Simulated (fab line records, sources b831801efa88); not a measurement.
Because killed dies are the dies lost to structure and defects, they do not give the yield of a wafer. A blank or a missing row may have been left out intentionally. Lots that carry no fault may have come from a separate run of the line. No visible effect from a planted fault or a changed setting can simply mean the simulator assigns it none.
Comparing a struck lot with a sound one -- flow sky130 -- 17 out of 708 route steps
Sound: the wafers L362.2, L362.4, L362.6. Struck: wafer L369.5. (L369.4, L369.6 of the same lot were not struck and are left out.) The cause comes at the end.
At each step with rows: each side's tool, then ch and its chambers, then its first start. Under that, the readings that differ: sound wafers -- struck wafers -- difference of the means -- sigmas: that difference in standard deviations of wafers without a fault.
alike: words and numbers the same on both sides, and readings whose means are apart by under 2 such deviations; not compared: readings that were withheld, readings missing a value for some wafer, numbers with overlapping values and no deviation given by the record, and bounds like >300 which may hide the same value.
A row with sigmas, a row that says differs or no value, or rows on one side alone: a step with any of these is where the two part. Numbers that don't overlap but have no deviation are shown without sigmas and don't part them. Lack of a reading on every wafer of one side parts them only where that side has two or more wafers.

SKY_METAL5_SPUTTER_01: material TiN, target thk 20 nm, time 16.7 s.
  struck on pvd sputter-01, day 45 20:02; sound on pvd sputter-01, day 44 11:13
  alike: throttle valve pct
SKY_METAL5_SPUTTER_02: material AlCu, target thk 1150 nm, time 61.2 s.
  struck on pvd sputter-01, day 45 20:05; sound on pvd sputter-01, day 44 11:14
  alike: throttle valve pct
SKY_METAL5_SPUTTER_03: material Ti, target thk 5 nm, time 3.3 s.
  struck on pvd sputter-01, day 45 20:07; sound on pvd sputter-01, day 44 11:17
  alike: throttle valve pct
SKY_METAL5_SPUTTER_04: material TiN, target thk 70 nm, time 58.3 s.
  struck on pvd sputter-01, day 45 20:08; sound on pvd sputter-01, day 44 11:18
  alike: throttle valve pct
SKY_METAL5_RS_MEAS_05: measures by four-point-probe.
  struck on film metro-04, day 45 20:14; sound on film metro-04, day 44 11:22
  alike: METAL5_ALCU_RS
SKY_METAL5_THK_MEAS_06: measures by xrf.
  struck on film metro-04, day 45 20:19; sound on film metro-04, day 44 11:29
  alike: METAL5_ALCU_THK
then, 6 steps without rows for these wafers: SKY_METAL5_DEHYDRATE_07 (time 60 s); SKY_METAL5_HMDS_08 (prime time 60 s); SKY_METAL5_COAT_09 (resist thk 1800 nm); SKY_METAL5_SOFTBAKE_10 (time 60 s); SKY_METAL5_EXPOSE_11 (exposes mask MM5, target cd 1600 nm); SKY_METAL5_PEB_12.
SKY_METAL5_DEVELOP_13: develop time 60 s.
  sound on litho track-03 ch 0, day 45 11:07; struck on litho track-03 ch 0, day 46 17:52
SKY_METAL5_DESCUM_14: chemistry O2, time 11 s.
  sound on rie metal-03 ch 1, day 45 11:14; struck on rie metal-03 ch 0, day 46 17:57
reading,sound,struck,difference,sigmas
drypump motor current A (A),5.64 5.62 5.63,6.25,+0.62,+2
model.METAL5.cd nm (nm),1599 1599 1600,1617,+18,
  alike: chamber pressure mTorr, oes product au, rf fwd power W
  not compared: rf hours counter h
SKY_METAL5_METAL_ETCH_15: etches the open film in Cl2/BCl3, stops on SiO2, target depth 1260 nm, time 252 s.
  sound on rie metal-03 ch 1, day 45 11:17; struck on rie metal-03 ch 0, day 46 18:03
reading,sound,struck,difference,sigmas
drypump motor current A (A),5.64 5.63 5.65,6.20,+0.56,+2
rf fwd power W (W),898.4 900.7 904.6,895.5,-5.7,-2
throttle valve pct (%),22.263 22.246 22.253,22.278,+0.024,+2
model.METAL5.cd nm (nm),1594 1595 1596,1610,+15,
  alike: chamber pressure mTorr, oes product au
  not compared: rf hours counter h
SKY_METAL5_STRIP_16: strips in O2/N2.
  sound on plasma asher-02 ch 0,1, day 45 11:31; struck on plasma asher-04 ch 1, day 46 18:14
  alike: chamber pressure mTorr, drypump motor current A, oes product au, strip time to endpoint s
  not compared: rf hours counter h
SKY_PAD_OPEN_PROBE_99:
  struck on prober-02, day 48 14:09; sound on prober-02, day 47 10:38
reading,sound,struck,difference,sigmas
killed at front end,21 17 23,10,-10,-2
model.etest.met5.width nm (nm),1595 1596 1596,1613,+17,
  alike: defect limited yield, killed_at_M0_to_M3, killed_at_M4_up, killed at contacts, killed at other, killed dies, killed open, killed short, sort_bin_3_pad_short, sort_bin_5_function, sort_bin_6_memory, sort n pass, sort yield pct

== WHERE THEY PART ==
At SKY_METAL5_DESCUM_14 first; at SKY_PAD_OPEN_PROBE_99 last (within this record only).

WHY: what the simulator had put in
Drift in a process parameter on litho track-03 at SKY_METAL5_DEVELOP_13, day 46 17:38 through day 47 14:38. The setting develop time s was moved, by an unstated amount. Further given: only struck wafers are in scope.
